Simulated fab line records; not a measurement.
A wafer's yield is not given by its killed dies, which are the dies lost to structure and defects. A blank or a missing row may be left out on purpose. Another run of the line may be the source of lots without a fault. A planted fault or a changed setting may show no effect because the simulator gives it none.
Which tool is to blame? -- flow sky130 -- 11 lots, 33 wafers sampled, at 5 steps of a route of 708

## WHAT THE GAUGES SHOWED, per wafer
SKY_LDD_P_CD_MEAS_07: the cd target is 380 nm. Usual: 379.6 nm for cd-nm, sd 2.2.
lot,measured,on,cd-nm (nm),flag
L985,day 19 22:34,cd-sem-01,381.2 379.1 379.2,
L988,day 21 18:37,cd-sem-01,376.4 378.5 376.7,
L990,day 21 21:31,cd-sem-01,377.2 379.2 379.8,
L989,day 21 22:52,cd-sem-01,378.0 379.1 375.3,
L991,day 22 16:22,cd-sem-02,379.9 379.2 380.0,
L995,day 23 07:02,cd-sem-02,383.8 382.7 383.5,
L997,day 24 03:25,cd-sem-01,381.1 379.2 380.7,
L103,day 26 04:03,cd-sem-01,378.2 378.3 378.3,
L105,day 27 00:05,cd-sem-02,379.3 379.2 377.1,
L106,day 27 02:52,cd-sem-01,379.3 381.8 377.9,
L107,day 27 07:14,cd-sem-02,380.5 381.7 381.0,

SKY_SD_P_CD_MEAS_07: the cd target is 380 nm. Usual: 380.1 nm for cd-nm, sd 2.6.
lot,measured,on,cd-nm (nm),flag
L985,day 26 07:16,cd-sem-02,381.5 382.3 381.5,
L988,day 28 01:47,cd-sem-02,377.1 376.3 379.6,
L990,day 28 05:19,cd-sem-02,379.7 381.4 380.7,
L989,day 28 06:32,cd-sem-02,380.5 380.6 382.1,
L991,day 28 21:55,cd-sem-02,376.6 378.1 380.5,
L995,day 29 12:13,cd-sem-02,377.2 377.6 378.8,
L997,day 30 05:11,cd-sem-02,382.4 383.9 384.9,
L103,day 32 06:51,cd-sem-02,378.2 469.3 378.7,OFF
L105,day 32 23:59,cd-sem-02,462.9 374.1 375.2,OFF
L106,day 33 02:37,cd-sem-02,377.6 378.2 378.4,
L107,day 33 06:20,cd-sem-01,386.2 387.4 384.2,

## WHAT TOOL EACH LOT RAN ON (gives the tool, then ch and the chambers of the sampled wafers, and finally the start)
lot,SKY_LDD_N_STRIP_16,SKY_LDD_P_STRIP_10,SKY_SD_P_COAT_02
L985,"plasma-asher-04 ch 0,1, day 18 15:30","plasma-asher-02 ch 0,1, day 19 22:52","litho-track-02 ch 0, day 25 17:00"
L988,"plasma-asher-03 ch 0,1, day 20 11:45","plasma-asher-02 ch 0, day 21 18:54","litho-track-03 ch 0, day 27 10:51"
L990,"plasma-asher-04 ch 1, day 20 14:59","plasma-asher-01 ch 0,1, day 21 21:49","litho-track-01 ch 0, day 27 14:31"
L989,"plasma-asher-03 ch 0,1, day 20 15:59","plasma-asher-04 ch 0,1, day 21 23:08","litho-track-01 ch 0, day 27 15:47"
L991,"plasma-asher-01 ch 1, day 21 09:21","plasma-asher-04 ch 0,1, day 22 16:39","litho-track-03 ch 0, day 28 07:27"
L995,"plasma-asher-04 ch 0,1, day 22 00:34","plasma-asher-04 ch 0,1, day 23 07:19","litho-track-01 ch 0, day 28 21:59"
L997,"plasma-asher-04 ch 0,1, day 22 21:20","plasma-asher-01 ch 0,1, day 24 03:42","litho-track-01 ch 0, day 29 15:11"
L103,"plasma-asher-03 ch 0,1, day 25 00:00","plasma-asher-01 ch 0,1, day 26 04:21","litho-track-01 ch 0, day 31 17:04"
L105,"plasma-asher-04 ch 0,1, day 25 19:12","plasma-asher-02 ch 0, day 27 00:22","litho-track-01 ch 0, day 32 10:11"
L106,"plasma-asher-03 ch 0,1, day 25 21:59","plasma-asher-01 ch 0,1, day 27 03:10","litho-track-03 ch 0, day 32 13:31"
L107,"plasma-asher-03 ch 0,1, day 26 02:52","plasma-asher-02 ch 0,1, day 27 07:31","litho-track-02 ch 0, day 32 16:26"
- SKY_LDD_N_STRIP_16: strips in O2/N2.
- SKY_LDD_P_STRIP_10: strips in O2/N2.
- SKY_SD_P_COAT_02: resist thk 1140 nm.

## AS READ BY THE TOOLS THEMSELVES (means over the sampled wafers that have a number; for cases with no such wafer, the mark the record gives instead)
SKY_LDD_N_STRIP_16. Usual: drypump-motor-current-A 5.4 A, standard deviation 0.4; n2-flow-sccm 300.2 sccm, standard deviation 0.94; oes-product-au 0.407 a.u., standard deviation 0.0046; strip-time-to-endpoint-s 4.312 s, standard deviation 0.017.
lot,tool,drypump-motor-current-A (A),n2-flow-sccm (sccm),oes-product-au (a.u.),strip-time-to-endpoint-s (s),flag
L985,plasma-asher-04,5.6,300.2,0.403,4.315,
L988,plasma-asher-03,5.3,299.9,0.407,4.296,
L990,plasma-asher-04,5.8,300.1,0.408,4.307,
L989,plasma-asher-03,5.3,300.6,0.408,4.309,
L991,plasma-asher-01,5.0,300.1,0.410,4.317,
L995,plasma-asher-04,5.6,300.6,0.406,4.322,
L997,plasma-asher-04,5.3,299.6,0.405,4.330,
L103,plasma-asher-03,5.3,300.4,0.403,4.301,
L105,plasma-asher-04,5.4,299.4,0.404,4.283,
L106,plasma-asher-03,5.3,300.0,0.407,4.311,
L107,plasma-asher-03,5.2,300.1,0.412,4.331,

SKY_LDD_P_STRIP_10. Usual: drypump-motor-current-A 5.5 A, standard deviation 0.45; n2-flow-sccm 300.1 sccm, standard deviation 0.93; oes-product-au 0.715 a.u., standard deviation 0.0043; strip-time-to-endpoint-s 14.18 s, standard deviation 0.036.
lot,tool,drypump-motor-current-A (A),n2-flow-sccm (sccm),oes-product-au (a.u.),strip-time-to-endpoint-s (s),flag
L985,plasma-asher-02,5.2,299.8,0.718,14.15,
L988,plasma-asher-02,5.0,301.1,0.718,14.18,
L990,plasma-asher-01,5.4,300.2,0.716,14.19,
L989,plasma-asher-04,5.4,300.2,0.715,14.20,
L991,plasma-asher-04,5.3,300.2,0.713,14.16,
L995,plasma-asher-04,5.6,300.7,0.713,14.19,
L997,plasma-asher-01,5.4,299.5,0.716,14.18,
L103,plasma-asher-01,5.4,300.5,0.717,14.19,
L105,plasma-asher-02,5.0,300.6,0.714,14.22,
L106,plasma-asher-01,5.4,300.1,0.714,14.19,
L107,plasma-asher-02,5.3,300.1,0.716,14.14,

## THE ANSWER, worked out from the rows above alone
Rule: take the mean of a lot's wafers that have a number; if it is more than 3 standard deviations from the usual mean, the lot is off. A lot without any number at a reading at which 4 lots or more have one is off too. Any other lot the step has rows for is counted as sound. After the gauges, taken in route order, come the tools' own readings; for these a lot's mean is taken, as printed above. The first step at which some lot is off is used, and at that step the reading that is off furthest; a lot without a number counts as furthest.
Off: L103, L105, at SKY_SD_P_CD_MEAS_07 (cd-nm).
A tool fits if, at a process step before that reading, it ran every lot that is off, and no sound lot after the first of them. Gauges at SKY_SD_P_CD_MEAS_07: tried the same way as those tools. One candidate fits, namely litho-track-01 at SKY_SD_P_COAT_02. Its last sound lot is L997 (day 29 15:11), its first lot that is off L103 (day 31 17:04): a fault that began between those two fits.

## WHAT WAS PUT IN BY THE SIMULATOR
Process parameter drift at SKY_SD_P_COAT_02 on litho-track-01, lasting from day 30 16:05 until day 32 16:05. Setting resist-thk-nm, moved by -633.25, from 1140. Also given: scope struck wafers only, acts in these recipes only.
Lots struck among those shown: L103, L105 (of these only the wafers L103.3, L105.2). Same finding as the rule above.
